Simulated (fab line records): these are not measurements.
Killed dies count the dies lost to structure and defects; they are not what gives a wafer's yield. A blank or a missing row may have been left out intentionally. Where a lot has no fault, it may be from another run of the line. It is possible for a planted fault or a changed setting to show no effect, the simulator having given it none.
fab line records    flow sky130    part 2 of 2: steps 26 to 35 of 35
record: lots: 5  wafers: 15  last_day: 49
route steps=708 shown METAL3@559 VIA3@573
lots untouched by any fault: they come from a run of this same line in which no faults occurred
start_h: hours from the record's first day to the start of the lot's first wafer shown    wait_h: how many hours have passed since the lot's step before this one    " same as the row above    L1.1+2: one row covering several wafers at once    - no value present, or no start provided    * or withheld: withheld    < > ~ a bound
route shown NAME@n: NAME is a module with steps in the file, n the number in the route of the first one    usual: the fault-free wafers' mean and standard deviation    same: alike in all rows    chamber/n: place in a boat    sites: per-site readings    _std_site: the values' standard deviation    _edge_site: the outer-site mean with the inner-site mean subtracted    radius_mm: how far each site lies from the wafer's centre    mask NAME#n: copy n    behind: tool/chamber where the wafer was last shaped    hold: why the lot was held/for how many hours/how that ended    device: names the non-switching transistor (n, p or np)    end of line: tests of these same wafers at the route's end    for a step that has no rows: nothing shown but its recipe    killed: dies lost to structure and defects at the first sort, not the wafer's yield    map: a wafer's dies, x killed, . not, _ none there
set.NAME: the setting that was run; set.NAME@STEP: the one run at that earlier step    model.NAME: the simulator's own value behind a step, which no gauge read
lots at some steps of the route; a table a step, a row a wafer
services: the hour from which a tool's chamber was out of use, counted from the record's first day as start_h (under 0 if before that day), plus the number of hours and why
== steps ==
step: SKY_VIA3_DEVELOP_11
recipe: develop_time_s: 60  resist: KrF-thick  dev_temp_c: 21
usual: chill_plate_temp_C: 23.01/0.13
lot.wafer  tool            chamber  start_h  wait_h  chill_plate_temp_C
L075.1     litho_track-02  0        -        -       22.97
L075.2     "               0        "        "       23.11
L075.3     "               0        "        "       23.05
L080.2     litho_track-02  0        -        -       22.69
L080.3     "               0        "        "       22.82
L080.6     "               0        "        "       22.85
L086.2     litho_track-01  0        -        -       23.30
L086.3     "               0        "        "       23.14
L086.6     "               0        "        "       23.29
L088.1     litho_track-01  0        -        -       23.09
L088.4     "               0        "        "       22.89
L088.5     "               0        "        "       23.02
L089.3     litho_track-01  0        -        -       23.21
L089.4     "               0        "        "       22.99
L089.6     "               0        "        "       22.98
step: SKY_VIA3_CD_MEAS_12
recipe: target_cd_nm: 200
usual: cd_nm: 200.0/1.3
lot.wafer  tool       chamber  start_h  wait_h  cd_nm
L075.1     cd_sem-01  -        943.15   -       199.2
L075.2     "          -        "        "       200.1
L075.3     "          -        "        "       199.1
L080.2     cd_sem-01  -        975.77   -       201.9
L080.3     "          -        "        "       201.2
L080.6     "          -        "        "       201.7
L086.2     cd_sem-02  -        1019.35  -       201.1
L086.3     "          -        "        "       201.3
L086.6     "          -        "        "       202.1
L088.1     cd_sem-01  -        1034.78  -       197.9
L088.4     "          -        "        "       197.2
L088.5     "          -        "        "       199.1
L089.3     cd_sem-02  -        1046.87  -       200.2
L089.4     "          -        "        "       200.1
L089.6     "          -        "        "       199.1
step: SKY_VIA3_OVL_MEAS_13
usual: VIA3_OVL: 0/5.5
lot.wafer  tool        chamber  start_h  wait_h  VIA3_OVL[nm]
L075.1     overlay-02  -        943.27   0.1     -8
L075.2     "           -        "        "       -7
L075.3     "           -        "        "       -5
L080.2     overlay-02  -        975.88   0.1     -3
L080.3     "           -        "        "       -2
L080.6     "           -        "        "       1
L086.2     overlay-02  -        1019.46  0.1     -1
L086.3     "           -        "        "       0
L086.6     "           -        "        "       -5
L088.1     overlay-01  -        1034.90  0.1     8
L088.4     "           -        "        "       9
L088.5     "           -        "        "       8
L089.3     overlay-02  -        1046.96  0.1     7
L089.4     "           -        "        "       -4
L089.6     "           -        "        "       0
step: SKY_VIA3_ETCH_14
recipe: chemistry: N2/H2  target: BARC  ion_energy_ev: 200  source_w: 500  bias_w: 100  pressure_mtorr: 30  n2_flow_sccm: 100  h2_flow_sccm: 200  stop_on: SiO2  time_s: 45.9  target_depth_a: 600
usual: drypump_motor_current_A: 5.7/0.43  oes_product_au: 0.856/0.0043  throttle_valve_pct: 13.226/0.0088
lot.wafer  tool         chamber  start_h  wait_h  drypump_motor_current_A  oes_product_au  rf_hours_counter_h  throttle_valve_pct
L075.1     rie_diel-02  2        943.31   0.0     5.9                      0.847           22                  13.235
L075.2     "            0        "        "       5.6                      0.862           8                   13.223
L075.3     "            3        "        "       6.5                      0.851           2                   13.216
L080.2     rie_diel-01  2        975.91   0.0     5.2                      0.854           4                   13.228
L080.3     "            3        "        "       5.3                      0.854           5                   13.229
L080.6     "            2        "        "       5.1                      0.850           -                   13.231
L086.2     rie_diel-01  3        1019.49  0.0     5.3                      0.857           7                   13.228
L086.3     "            0        "        "       5.0                      0.854           24                  13.233
L086.6     "            2        "        "       5.1                      0.861           -                   13.231
L088.1     rie_diel-03  2        1034.94  0.0     5.8                      0.853           14                  13.220
L088.4     "            3        "        "       5.6                      0.857           -                   13.223
L088.5     "            0        "        "       5.7                      0.862           -                   13.241
L089.3     rie_diel-01  0        1046.99  0.0     5.0                      0.853           24                  13.226
L089.4     "            1        "        "       6.1                      0.855           13                  13.221
L089.6     "            3        "        "       5.3                      0.854           -                   13.219
step: SKY_VIA3_ETCH_15
recipe: target: SiO2  chemistry: C4F8/O2/Ar  target_depth_nm: 507  stop_on: TiN  mask_material: KrF-thick  source_w: 1500  bias_w: 1200  pressure_mtorr: 40  c4f8_flow_sccm: withheld  O2_flow_sccm: 6  Ar_flow_sccm: 300  time_s: 78
usual: oes_product_au: 0.946/0.0046
lot.wafer  tool         chamber  start_h  wait_h  oes_product_au  rf_hours_counter_h
L075.1     rie_diel-02  2        943.35   0.0     0.955           22
L075.2     "            0        "        "       0.936           8
L075.3     "            3        "        "       0.950           2
L080.2     rie_diel-01  2        975.95   0.0     0.951           4
L080.3     "            3        "        "       0.952           5
L080.6     "            2        "        "       0.949           -
L086.2     rie_diel-01  3        1019.53  0.0     0.947           7
L086.3     "            0        "        "       0.948           24
L086.6     "            2        "        "       0.951           -
L088.1     rie_diel-03  2        1034.98  0.0     0.938           14
L088.4     "            3        "        "       0.943           -
L088.5     "            0        "        "       0.939           -
L089.3     rie_diel-01  0        1047.03  0.0     0.944           24
L089.4     "            1        "        "       0.956           13
L089.6     "            3        "        "       0.941           -
step: SKY_VIA3_STRIP_16
recipe: chemistry: O2/N2  power_w: 1400  pressure_mtorr: 1500  platen_temp_c: withheld  o2_flow_sccm: 3000  n2_flow_sccm: 300  overash_fraction: 0.5
usual: drypump_motor_current_A: 5.7/0.42  oes_product_au: 0.403/0.005  strip_time_to_endpoint_s: 4.157/0.022
lot.wafer  tool             chamber  start_h  wait_h  drypump_motor_current_A  oes_product_au  rf_hours_counter_h  strip_time_to_endpoint_s
L075.1     plasma_asher-04  1        943.41   0.0     5.7                      0.403           113                 4.187
L075.2     "                0        "        "       5.3                      0.395           113                 4.130
L075.3     "                1        "        "       5.7                      0.406           -                   4.161
L080.2     plasma_asher-04  1        976.01   0.0     5.7                      0.402           117                 4.168
L080.3     "                0        "        "       5.3                      0.401           -                   4.124
L080.6     "                0        "        "       5.3                      0.401           -                   4.161
L086.2     plasma_asher-02  1        1019.59  0.0     6.2                      0.402           87                  4.130
L086.3     "                1        "        "       6.2                      0.411           -                   4.139
L086.6     "                1        "        "       6.3                      0.410           -                   4.147
L088.1     plasma_asher-02  0        1035.04  0.0     5.7                      0.410           88                  4.147
L088.4     "                0        "        "       5.7                      0.401           -                   4.142
L088.5     "                1        "        "       6.3                      0.397           -                   4.142
L089.3     plasma_asher-04  0        1047.12  0.1     5.3                      0.415           -                   4.164
L089.4     "                1        "        "       5.7                      0.416           -                   4.208
L089.6     "                0        "        "       5.3                      0.396           -                   4.154
step: SKY_VIA3_STRIP_17
recipe: chemistry: post_etch_residue_remover  time_s: 1200  temp_c: 72.5
lot.wafer   tool          chamber  start_h  wait_h
L075.1+2+3  wet_bench-04  3        943.51   0.1
L080.2+3+6  wet_bench-03  1        976.16   0.1
L086.2+3+6  wet_bench-04  1        1019.69  0.1
L088.1+4+5  wet_bench-04  0        1035.14  0.1
L089.3+4+6  wet_bench-03  2        1047.19  0.0
step: SKY_VIA3_CLEAN_18
recipe: chemistry: IPA  time_s: 180  temp_c: 25
lot.wafer   tool          chamber  start_h  wait_h
L075.1+2+3  wet_bench-03  0        943.88   0.0
L080.2+3+6  wet_bench-04  0        976.50   0.0
L086.2+3+6  wet_bench-04  0        1020.06  0.0
L088.1+4+5  wet_bench-03  2        1035.51  0.0
L089.3+4+6  wet_bench-03  3        1047.56  0.0
step: SKY_VIA3_CLEAN_19
recipe: chemistry: O3/DIW  dry: n2_spin
lot.wafer   tool          chamber  start_h  wait_h
L075.1+2+3  wet_bench-04  1        943.94   0.0
L080.2+3+6  wet_bench-02  1        976.64   0.0
L086.2+3+6  wet_bench-03  3        1020.19  0.0
L088.1+4+5  wet_bench-02  2        1035.57  0.0
L089.3+4+6  wet_bench-03  3        1047.62  0.0
step: SKY_VIA3_SPUTTER_20
recipe: material: TiN  target_thk_nm: 20  chamber_pressure_pa: 5  power_w: 4000  time_s: 80
usual: throttle_valve_pct: 29.8/1
lot.wafer  tool            chamber  start_h  wait_h  throttle_valve_pct
L075.1     pvd_sputter-04  -        944.04   0.0     28.2
L075.2     "               -        "        "       30.2
L075.3     "               -        "        "       29.9
L080.2     pvd_sputter-04  -        976.73   0.0     29.9
L080.3     "               -        "        "       30.0
L080.6     "               -        "        "       28.1
L086.2     pvd_sputter-04  -        1020.28  0.0     29.8
L086.3     "               -        "        "       29.8
L086.6     "               -        "        "       30.0
L088.1     pvd_sputter-03  -        1035.66  0.0     29.4
L088.4     "               -        "        "       29.2
L088.5     "               -        "        "       28.9
L089.3     pvd_sputter-02  -        1047.72  0.0     30.0
L089.4     "               -        "        "       32.2
L089.6     "               -        "        "       32.2
== services ==
tool             chamber  start_h  hours  kind
rie_diel-01      1        886.34   5.3    repair
wet_bench-03     -        891.93   6.3    repair
rie_metal-04     -        897.11   2.8    pm
krf_scanner-02   -        898.15   1.0    pm
krf_scanner-01   -        898.21   0.7    repair
rie_diel-01      1        905.26   10.7   repair
rie_diel-02      -        907.79   10.7   repair
krf_scanner-02   -        915.23   0.8    pm
rie_metal-04     1        936.01   13.9   repair
krf_scanner-01   -        945.07   1.2    repair
rie_diel-02      2        962.38   6.1    repair
krf_scanner-01   -        962.96   1.3    pm
rie_diel-02      0        971.46   2.9    repair
rie_metal-04     1        982.30   14.9   repair
rie_metal-02     1        982.77   17.3   repair
krf_scanner-01   -        987.82   0.8    pm
plasma_asher-04  -        1002.17  1.3    repair
krf_scanner-01   -        1011.33  1.5    pm
rie_diel-01      0        1015.36  3.1    repair
rie_diel-01      -        1021.14  14.6   pm
rie_metal-02     0        1023.90  9.1    repair
krf_scanner-01   -        1038.71  1.0    pm
rie_diel-02      3        1045.32  11.2   repair
rie_metal-04     0        1045.44  15.5   repair
